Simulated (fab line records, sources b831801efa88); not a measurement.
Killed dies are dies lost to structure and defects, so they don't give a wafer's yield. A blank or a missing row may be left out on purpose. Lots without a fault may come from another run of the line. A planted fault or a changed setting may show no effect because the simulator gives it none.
Problem report in the 8D (eight disciplines) form, filled by code | flow gf180mcu | the parts of the form that need people (team, actions taken, sign-off) are left out

1. THE PROBLEM
V4_CVD_00_THK at GF_V4_THK_MEAS_01 reads a mean of 296 nm on 2 wafers of 2 lots; wafers without a fault read 600 nm with a standard deviation of 6.6. That is -46 standard deviations from the usual mean.
First seen on wafer L531.4, day 28 10:04, on film_metro-03. The record holds 39 wafers of 13 lots with a number at this step. Rule for "out", or "out of limits": more than 4 standard deviations from the usual mean. The other wafers with a number count as sound.

2. WHAT IT IS AND WHAT IT IS NOT
question                    | is                           | is not
which readings at this step | V4_CVD_00_THK                | -
which lots                  | L531, L532                   | L516, L519, L520, L521, L522, L524, L525, L526, L530, L533, L536
which wafers of those lots  | L531.4, L532.1               | L531.5, L531.6, L532.3, L532.5
read on which gauges        | film_metro-02, film_metro-03 | film_metro-01
when                        | from day 28 10:04            | up to then (29 sound wafers); but 8 sound wafers of L532, L533, L536 came after

3. SUSPECTS, AND WHAT RULES EACH OUT
Counting: a tool at a process step up to the reading stays a suspect if it ran every lot that is out. Sound lots after the first of them don't rule it out here, since some wafers of a struck lot are sound.
- the gauge at GF_V4_THK_MEAS_01: ruled out. The wafers that are out were read on 2 gauges (film_metro-02, film_metro-03).
- hdpcvd-02 at GF_V4_CVD_00 (deposits SiO2, target thk 600 nm, time 100 s): kept. It ran every lot that is out, first L531 (day 28 10:00); its last sound lot up to then is L530 (day 28 03:53). Its own readings are out on those wafers: sih4_flow_sccm.
- Within hdpcvd-02 at GF_V4_CVD_00: the wafers that are out ran in chamber 0; their sound lot-mates ran in chambers 1, 2.
Left after counting: hdpcvd-02 at GF_V4_CVD_00.

4. THE CAUSE (what the simulator had put in)
Process parameter drift: hdpcvd-02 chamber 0, from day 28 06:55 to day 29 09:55, at GF_V4_CVD_00. Setting sih4_flow_sccm, moved by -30, from 60. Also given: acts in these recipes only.
Counting left only this tool.

5. THE CHAIN OF EFFECTS, in route order
Each row: a reading whose mean over the struck wafers that have a number lies more than 3 standard deviations from the usual. Only readings for which the record gives a usual standard deviation are gone through. hours: the time from each lot's start at the first step in this table that gives one to its start at this step, as a median over the lots. sigmas: the change in usual standard deviations.
hours | step              | reading        | usual      | on struck wafers | change | sigmas
0     | GF_V4_CVD_00      | sih4_flow_sccm | 60.00 sccm | 29.98            | -30.02 | -99 or more
0     | GF_V4_THK_MEAS_01 | V4_CVD_00_THK  | 600 nm     | 296              | -304   | -46
The process steps in it:
- GF_V4_CVD_00: deposits SiO2, target thk 600 nm, time 100 s.

6. WHAT WOULD HAVE CAUGHT IT SOONER
In this record the first reading out of limits at a measuring or inspecting step was taken at day 28 10:04, 3 hours after the fault began at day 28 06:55.
The tool's own readings at GF_V4_CVD_00 were out on every struck wafer that the step has a row for (sih4_flow_sccm): an alarm limit on them would have fired on the first of those.
Of the lots that are out (2), L532 began GF_V4_CVD_00 on hdpcvd-02 after day 28 10:04. A hold on the tool at that time would have spared it.
